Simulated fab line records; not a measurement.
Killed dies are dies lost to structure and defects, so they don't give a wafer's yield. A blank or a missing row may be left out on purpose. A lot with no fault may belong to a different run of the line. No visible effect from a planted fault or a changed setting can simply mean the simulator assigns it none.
Which tool is to blame? / flow sky130 / 24 lots with 72 wafers sampled at 5 steps, on a route of 708 steps

## WHAT THE GAUGES READ, wafer by wafer
SKY_CAPM_RS_MEAS_03: measurement is done with a four-point probe.
lot=L074; measured=day 37 06:58; on=film metro-04; CAPM_TIN_RS (ohm/sq)=7.02 6.88 6.96
lot=L075; measured=day 37 14:33; on=film metro-02; CAPM_TIN_RS (ohm/sq)=6.80 6.86 6.88
lot=L076; measured=day 38 00:25; on=film metro-04; CAPM_TIN_RS (ohm/sq)=6.96 6.91 7.00
lot=L077; measured=day 38 08:08; on=film metro-04; CAPM_TIN_RS (ohm/sq)=6.83 6.95 6.94
lot=L078; measured=day 38 17:55; on=film metro-03; CAPM_TIN_RS (ohm/sq)=6.85 6.98 7.04
lot=L079; measured=day 38 21:25; on=film metro-04; CAPM_TIN_RS (ohm/sq)=6.83 6.87 6.76
lot=L080; measured=day 39 03:22; on=film metro-02; CAPM_TIN_RS (ohm/sq)=7.03 7.11 7.14
lot=L081; measured=day 39 13:41; on=film metro-02; CAPM_TIN_RS (ohm/sq)=6.99 7.05 6.82
lot=L082; measured=day 39 21:40; on=film metro-02; CAPM_TIN_RS (ohm/sq)=7.08 7.01 7.00
lot=L083; measured=day 40 01:25; on=film metro-03; CAPM_TIN_RS (ohm/sq)=6.93 7.00 6.95
lot=L084; measured=day 40 07:35; on=film metro-03; CAPM_TIN_RS (ohm/sq)=6.88 6.83 6.79
lot=L085; measured=day 40 19:55; on=film metro-02; CAPM_TIN_RS (ohm/sq)=7.08 6.86 7.00
lot=L086; measured=day 40 22:55; on=film metro-02; CAPM_TIN_RS (ohm/sq)=6.76 6.80 6.88
lot=L087; measured=day 41 09:58; on=film metro-04; CAPM_TIN_RS (ohm/sq)=6.94 6.98 6.95
lot=L088; measured=day 41 12:24; on=film metro-03; CAPM_TIN_RS (ohm/sq)=6.78 6.85 6.78
lot=L089; measured=day 41 20:08; on=film metro-03; CAPM_TIN_RS (ohm/sq)=6.92 7.05 6.95
lot=L090; measured=day 41 21:38; on=film metro-02; CAPM_TIN_RS (ohm/sq)=6.91 6.75 6.96
lot=L091; measured=day 42 08:17; on=film metro-02; CAPM_TIN_RS (ohm/sq)=7.00 6.89 6.92
lot=L092; measured=day 42 21:24; on=film metro-04; CAPM_TIN_RS (ohm/sq)=6.90 7.05 7.07
lot=L093; measured=day 42 22:41; on=film metro-03; CAPM_TIN_RS (ohm/sq)=7.02 6.84 7.09
lot=L094; measured=day 43 01:44; on=film metro-02; CAPM_TIN_RS (ohm/sq)=6.92 6.84 6.89
lot=L095; measured=day 43 07:55; on=film metro-04; CAPM_TIN_RS (ohm/sq)=6.99 6.78 6.77
lot=L096; measured=day 43 16:58; on=film metro-04; CAPM_TIN_RS (ohm/sq)=6.92 6.87 6.85
lot=L097; measured=day 44 00:52; on=film metro-02; CAPM_TIN_RS (ohm/sq)=6.81 6.90 6.84

SKY_CAPM_OVL_MEAS_12.
lot=L074; measured=day 38 09:50; on=overlay-02; CAPM_OVL (nm)=1.0 1.4 0.2
lot=L075; measured=day 38 16:49; on=overlay-02; CAPM_OVL (nm)=0.9 -1.1 0.1
lot=L076; measured=day 39 02:01; on=overlay-01; CAPM_OVL (nm)=1.2 2.4 3.3
lot=L077; measured=day 39 09:01; on=overlay-01; CAPM_OVL (nm)=0.3 1.4 -0.2
lot=L078; measured=day 39 19:23; on=overlay-02; CAPM_OVL (nm)=-0.2 -0.1 -0.7
lot=L079; measured=day 39 23:10; on=overlay-02; CAPM_OVL (nm)=-0.5 -1.2 0.1
lot=L080; measured=day 40 04:05; on=overlay-02; CAPM_OVL (nm)=-2.5 -1.1 0.2
lot=L081; measured=day 40 14:13; on=overlay-02; CAPM_OVL (nm)=-3.0 0.0 -0.9
lot=L082; measured=day 40 22:11; on=overlay-01; CAPM_OVL (nm)=1.1 1.8 -0.1
lot=L083; measured=day 41 02:19; on=overlay-02; CAPM_OVL (nm)=2.1 1.2 1.8
lot=L084; measured=day 41 08:23; on=overlay-01; CAPM_OVL (nm)=-0.9 -1.3 0.4
lot=L085; measured=day 41 19:52; on=overlay-02; CAPM_OVL (nm)=2.1 -0.1 2.1
lot=L086; measured=day 41 23:13; on=overlay-01; CAPM_OVL (nm)=1.6 2.2 0.1
lot=L087; measured=day 42 09:43; on=overlay-02; CAPM_OVL (nm)=1.7 -0.5 2.2
lot=L088; measured=day 42 12:16; on=overlay-02; CAPM_OVL (nm)=0.9 2.5 1.1
lot=L089; measured=day 42 19:55; on=overlay-02; CAPM_OVL (nm)=-1.5 -0.9 -0.7
lot=L090; measured=day 42 21:34; on=overlay-02; CAPM_OVL (nm)=-2.3 -0.7 0.0
lot=L091; measured=day 43 07:37; on=overlay-01; CAPM_OVL (nm)=0.2 -0.2 0.8
lot=L092; measured=day 43 20:02; on=overlay-01; CAPM_OVL (nm)=3.4 -0.1 0.8
lot=L093; measured=day 43 21:34; on=overlay-02; CAPM_OVL (nm)=1.0 0.7 0.5
lot=L094; measured=day 44 00:28; on=overlay-01; CAPM_OVL (nm)=2.5 1.6 3.1
lot=L095; measured=day 44 06:13; on=overlay-02; CAPM_OVL (nm)=-0.3 -0.9 -1.5
lot=L096; measured=day 44 15:28; on=overlay-02; CAPM_OVL (nm)=3.5 0.9 3.1
lot=L097; measured=day 44 23:07; on=overlay-01; CAPM_OVL (nm)=1.1 2.6 0.2

## WHAT TOOL EACH LOT RAN ON (gives the tool, then ch and the chambers of the sampled wafers, and finally the start)
lot=L074; SKY_VIA2_STRIP_16=plasma asher-03 ch 0,1, day 37 05:20; SKY_METAL3_SPUTTER_01=pvd sputter-03, day 37 06:37; SKY_CAPM_CVD_00=pecvd-01 ch 1,2, day 37 06:45
lot=L075; SKY_VIA2_STRIP_16=plasma asher-04 ch 0,1, day 37 12:55; SKY_METAL3_SPUTTER_01=pvd sputter-03, day 37 14:11; SKY_CAPM_CVD_00=pecvd-03 ch 0,2, day 37 14:19
lot=L076; SKY_VIA2_STRIP_16=plasma asher-04 ch 0,1, day 37 22:44; SKY_METAL3_SPUTTER_01=pvd sputter-02, day 38 00:02; SKY_CAPM_CVD_00=pecvd-03 ch 0,1, day 38 00:11
lot=L077; SKY_VIA2_STRIP_16=plasma asher-01 ch 0,1, day 38 06:22; SKY_METAL3_SPUTTER_01=pvd sputter-04, day 38 07:47; SKY_CAPM_CVD_00=pecvd-03 ch 0,1,2, day 38 07:55
lot=L078; SKY_VIA2_STRIP_16=plasma asher-01 ch 0,1, day 38 15:54; SKY_METAL3_SPUTTER_01=pvd sputter-03, day 38 17:34; SKY_CAPM_CVD_00=pecvd-01 ch 0,1,2, day 38 17:41
lot=L079; SKY_VIA2_STRIP_16=plasma asher-01 ch 0,1, day 38 19:38; SKY_METAL3_SPUTTER_01=pvd sputter-04, day 38 21:06; SKY_CAPM_CVD_00=pecvd-04 ch 0,2, day 38 21:14
lot=L080; SKY_VIA2_STRIP_16=plasma asher-03 ch 0,1, day 39 01:44; SKY_METAL3_SPUTTER_01=pvd sputter-04, day 39 02:59; SKY_CAPM_CVD_00=pecvd-03 ch 0,1,2, day 39 03:08
lot=L081; SKY_VIA2_STRIP_16=plasma asher-01 ch 0,1, day 39 12:02; SKY_METAL3_SPUTTER_01=pvd sputter-03, day 39 13:22; SKY_CAPM_CVD_00=pecvd-01 ch 0,1,2, day 39 13:29
lot=L082; SKY_VIA2_STRIP_16=plasma asher-01 ch 0,1, day 39 20:01; SKY_METAL3_SPUTTER_01=pvd sputter-02, day 39 21:19; SKY_CAPM_CVD_00=pecvd-01 ch 0,2, day 39 21:26
lot=L083; SKY_VIA2_STRIP_16=plasma asher-01 ch 0,1, day 39 23:46; SKY_METAL3_SPUTTER_01=pvd sputter-03, day 40 01:05; SKY_CAPM_CVD_00=pecvd-04 ch 0,1, day 40 01:13
lot=L084; SKY_VIA2_STRIP_16=plasma asher-01 ch 0,1, day 40 05:57; SKY_METAL3_SPUTTER_01=pvd sputter-04, day 40 07:15; SKY_CAPM_CVD_00=pecvd-03 ch 0,1, day 40 07:23
lot=L085; SKY_VIA2_STRIP_16=plasma asher-03 ch 0,1, day 40 18:00; SKY_METAL3_SPUTTER_01=pvd sputter-03, day 40 19:35; SKY_CAPM_CVD_00=pecvd-01 ch 1,2, day 40 19:44
lot=L086; SKY_VIA2_STRIP_16=plasma asher-03 ch 0,1, day 40 20:03; SKY_METAL3_SPUTTER_01=pvd sputter-03, day 40 22:35; SKY_CAPM_CVD_00=pecvd-04 ch 0,2, day 40 22:43
lot=L087; SKY_VIA2_STRIP_16=plasma asher-04 ch 0,1, day 41 08:20; SKY_METAL3_SPUTTER_01=pvd sputter-03, day 41 09:38; SKY_CAPM_CVD_00=pecvd-01 ch 0,1,2, day 41 09:46
lot=L088; SKY_VIA2_STRIP_16=plasma asher-04 ch 0,1, day 41 10:46; SKY_METAL3_SPUTTER_01=pvd sputter-02, day 41 12:04; SKY_CAPM_CVD_00=pecvd-04 ch 0,2, day 41 12:11
lot=L089; SKY_VIA2_STRIP_16=plasma asher-01 ch 0,1, day 41 18:28; SKY_METAL3_SPUTTER_01=pvd sputter-02, day 41 19:46; SKY_CAPM_CVD_00=pecvd-04 ch 2, day 41 19:55
lot=L090; SKY_VIA2_STRIP_16=plasma asher-03 ch 0,1, day 41 20:00; SKY_METAL3_SPUTTER_01=pvd sputter-02, day 41 21:17; SKY_CAPM_CVD_00=pecvd-03 ch 1, day 41 21:26
lot=L091; SKY_VIA2_STRIP_16=plasma asher-04 ch 0,1, day 42 06:40; SKY_METAL3_SPUTTER_01=pvd sputter-04, day 42 07:57; SKY_CAPM_CVD_00=pecvd-04 ch 0,1, day 42 08:05
lot=L092; SKY_VIA2_STRIP_16=plasma asher-04 ch 0,1, day 42 19:47; SKY_METAL3_SPUTTER_01=pvd sputter-04, day 42 21:02; SKY_CAPM_CVD_00=pecvd-03 ch 1,2, day 42 21:10
lot=L093; SKY_VIA2_STRIP_16=plasma asher-01 ch 0,1, day 42 21:03; SKY_METAL3_SPUTTER_01=pvd sputter-04, day 42 22:20; SKY_CAPM_CVD_00=pecvd-01 ch 1,2, day 42 22:28
lot=L094; SKY_VIA2_STRIP_16=plasma asher-01 ch 0,1, day 43 00:06; SKY_METAL3_SPUTTER_01=pvd sputter-04, day 43 01:25; SKY_CAPM_CVD_00=pecvd-03 ch 0,2, day 43 01:33
lot=L095; SKY_VIA2_STRIP_16=plasma asher-04 ch 1, day 43 06:18; SKY_METAL3_SPUTTER_01=pvd sputter-02, day 43 07:36; SKY_CAPM_CVD_00=pecvd-03 ch 0,1, day 43 07:44
lot=L096; SKY_VIA2_STRIP_16=plasma asher-04 ch 1, day 43 15:21; SKY_METAL3_SPUTTER_01=pvd sputter-04, day 43 16:38; SKY_CAPM_CVD_00=pecvd-01 ch 1,2, day 43 16:46
lot=L097; SKY_VIA2_STRIP_16=plasma asher-01 ch 0,1, day 43 23:11; SKY_METAL3_SPUTTER_01=pvd sputter-04, day 44 00:31; SKY_CAPM_CVD_00=pecvd-04 ch 0,2, day 44 00:39
- SKY_VIA2_STRIP_16: strips in O2/N2.
- SKY_METAL3_SPUTTER_01: material TiN, target thk 20 nm, time 16.7 s.
- SKY_CAPM_CVD_00: deposits SiO2, target thk 15.5 nm.

## AS READ BY THE TOOLS THEMSELVES (means over the sampled wafers that have a number; for cases with no such wafer, the mark the record gives instead)
SKY_VIA2_STRIP_16.
lot=L074; tool=plasma asher-03; drypump motor current A (A)=5.49; oes product au (a.u.)=0.403; strip time to endpoint s (s)=4.050
lot=L075; tool=plasma asher-04; drypump motor current A (A)=5.40; oes product au (a.u.)=0.394; strip time to endpoint s (s)=4.069
lot=L076; tool=plasma asher-04; drypump motor current A (A)=5.61; oes product au (a.u.)=0.400; strip time to endpoint s (s)=4.048
lot=L077; tool=plasma asher-01; drypump motor current A (A)=5.92; oes product au (a.u.)=0.396; strip time to endpoint s (s)=4.062
lot=L078; tool=plasma asher-01; drypump motor current A (A)=5.91; oes product au (a.u.)=0.399; strip time to endpoint s (s)=4.043
lot=L079; tool=plasma asher-01; drypump motor current A (A)=5.86; oes product au (a.u.)=0.399; strip time to endpoint s (s)=4.055
lot=L080; tool=plasma asher-03; drypump motor current A (A)=5.51; oes product au (a.u.)=0.403; strip time to endpoint s (s)=4.058
lot=L081; tool=plasma asher-01; drypump motor current A (A)=5.91; oes product au (a.u.)=0.398; strip time to endpoint s (s)=4.064
lot=L082; tool=plasma asher-01; drypump motor current A (A)=5.86; oes product au (a.u.)=0.396; strip time to endpoint s (s)=4.055
lot=L083; tool=plasma asher-01; drypump motor current A (A)=5.92; oes product au (a.u.)=0.398; strip time to endpoint s (s)=4.051
lot=L084; tool=plasma asher-01; drypump motor current A (A)=5.91; oes product au (a.u.)=0.398; strip time to endpoint s (s)=4.031
lot=L085; tool=plasma asher-03; drypump motor current A (A)=5.52; oes product au (a.u.)=0.397; strip time to endpoint s (s)=4.042
lot=L086; tool=plasma asher-03; drypump motor current A (A)=5.42; oes product au (a.u.)=0.403; strip time to endpoint s (s)=4.053
lot=L087; tool=plasma asher-04; drypump motor current A (A)=5.61; oes product au (a.u.)=0.402; strip time to endpoint s (s)=4.067
lot=L088; tool=plasma asher-04; drypump motor current A (A)=5.39; oes product au (a.u.)=0.396; strip time to endpoint s (s)=4.025
lot=L089; tool=plasma asher-01; drypump motor current A (A)=5.92; oes product au (a.u.)=0.400; strip time to endpoint s (s)=4.070
lot=L090; tool=plasma asher-03; drypump motor current A (A)=5.51; oes product au (a.u.)=0.391; strip time to endpoint s (s)=4.034
lot=L091; tool=plasma asher-04; drypump motor current A (A)=5.62; oes product au (a.u.)=0.397; strip time to endpoint s (s)=4.036
lot=L092; tool=plasma asher-04; drypump motor current A (A)=5.42; oes product au (a.u.)=0.395; strip time to endpoint s (s)=4.012
lot=L093; tool=plasma asher-01; drypump motor current A (A)=5.85; oes product au (a.u.)=0.400; strip time to endpoint s (s)=4.026
lot=L094; tool=plasma asher-01; drypump motor current A (A)=5.93; oes product au (a.u.)=0.404; strip time to endpoint s (s)=4.050
lot=L095; tool=plasma asher-04; drypump motor current A (A)=5.85; oes product au (a.u.)=0.400; strip time to endpoint s (s)=4.064
lot=L096; tool=plasma asher-04; drypump motor current A (A)=5.85; oes product au (a.u.)=0.397; strip time to endpoint s (s)=4.019
lot=L097; tool=plasma asher-01; drypump motor current A (A)=5.93; oes product au (a.u.)=0.394; strip time to endpoint s (s)=4.058

SKY_METAL3_SPUTTER_01.
lot=L074; tool=pvd sputter-03; throttle valve pct (%)=29.1
lot=L075; tool=pvd sputter-03; throttle valve pct (%)=28.7
lot=L076; tool=pvd sputter-02; throttle valve pct (%)=30.1
lot=L077; tool=pvd sputter-04; throttle valve pct (%)=31.1
lot=L078; tool=pvd sputter-03; throttle valve pct (%)=30.4
lot=L079; tool=pvd sputter-04; throttle valve pct (%)=30.5
lot=L080; tool=pvd sputter-04; throttle valve pct (%)=30.5
lot=L081; tool=pvd sputter-03; throttle valve pct (%)=29.0
lot=L082; tool=pvd sputter-02; throttle valve pct (%)=29.8
lot=L083; tool=pvd sputter-03; throttle valve pct (%)=29.2
lot=L084; tool=pvd sputter-04; throttle valve pct (%)=30.7
lot=L085; tool=pvd sputter-03; throttle valve pct (%)=28.5
lot=L086; tool=pvd sputter-03; throttle valve pct (%)=30.0
lot=L087; tool=pvd sputter-03; throttle valve pct (%)=29.6
lot=L088; tool=pvd sputter-02; throttle valve pct (%)=29.7
lot=L089; tool=pvd sputter-02; throttle valve pct (%)=29.6
lot=L090; tool=pvd sputter-02; throttle valve pct (%)=29.0
lot=L091; tool=pvd sputter-04; throttle valve pct (%)=30.4
lot=L092; tool=pvd sputter-04; throttle valve pct (%)=30.3
lot=L093; tool=pvd sputter-04; throttle valve pct (%)=30.2
lot=L094; tool=pvd sputter-04; throttle valve pct (%)=30.9
lot=L095; tool=pvd sputter-02; throttle valve pct (%)=29.8
lot=L096; tool=pvd sputter-04; throttle valve pct (%)=30.1
lot=L097; tool=pvd sputter-04; throttle valve pct (%)=30.1

SKY_CAPM_CVD_00.
lot=L074; tool=pecvd-01; heater power outer w (W)=428; heater power w (W)=711
lot=L075; tool=pecvd-03; heater power outer w (W)=531; heater power w (W)=883
lot=L076; tool=pecvd-03; heater power outer w (W)=385; heater power w (W)=664
lot=L077; tool=pecvd-03; heater power outer w (W)=486; heater power w (W)=803
lot=L078; tool=pecvd-01; heater power outer w (W)=467; heater power w (W)=773
lot=L079; tool=pecvd-04; heater power outer w (W)=369; heater power w (W)=666
lot=L080; tool=pecvd-03; heater power outer w (W)=472; heater power w (W)=789
lot=L081; tool=pecvd-01; heater power outer w (W)=454; heater power w (W)=741
lot=L082; tool=pecvd-01; heater power outer w (W)=402; heater power w (W)=654
lot=L083; tool=pecvd-04; heater power outer w (W)=382; heater power w (W)=665
lot=L084; tool=pecvd-03; heater power outer w (W)=421; heater power w (W)=716
lot=L085; tool=pecvd-01; heater power outer w (W)=394; heater power w (W)=671
lot=L086; tool=pecvd-04; heater power outer w (W)=384; heater power w (W)=684
lot=L087; tool=pecvd-01; heater power outer w (W)=432; heater power w (W)=708
lot=L088; tool=pecvd-04; heater power outer w (W)=376; heater power w (W)=670
lot=L089; tool=pecvd-04; heater power outer w (W)=343; heater power w (W)=630
lot=L090; tool=pecvd-03; heater power outer w (W)=357; heater power w (W)=621
lot=L091; tool=pecvd-04; heater power outer w (W)=357; heater power w (W)=641
lot=L092; tool=pecvd-03; heater power outer w (W)=397; heater power w (W)=688
lot=L093; tool=pecvd-01; heater power outer w (W)=434; heater power w (W)=731
lot=L094; tool=pecvd-03; heater power outer w (W)=530; heater power w (W)=867
lot=L095; tool=pecvd-03; heater power outer w (W)=503; heater power w (W)=806
lot=L096; tool=pecvd-01; heater power outer w (W)=412; heater power w (W)=684
lot=L097; tool=pecvd-04; heater power outer w (W)=424; heater power w (W)=732

## THE ANSWER, worked out from the rows above alone
Rule: usual is defined by the lots themselves. The widest of any qualifying gaps counts: lots, ordered by their means at a reading, are off when they make up no more than a third of the lots, leave a main group of 4 or more, and stand apart from it by 3 or more times the standard deviation of that group's means. A main group is skipped when, at the precision printed for the reading in the tables above, its means are all equal. A lot without any number at a reading at which 4 lots or more have one is off too. Any other lot the step has rows for is counted as sound. The gauges are gone through in route order, then the tools' own readings, and for those a lot's mean is taken as printed above. The first step at which some lot is off is used, and at that step the reading that is off furthest; a lot without a number counts as furthest.
Nothing can be told from this: no lot is off at any reading shown.

## WHAT HAD BEEN PUT IN BY THE SIMULATOR
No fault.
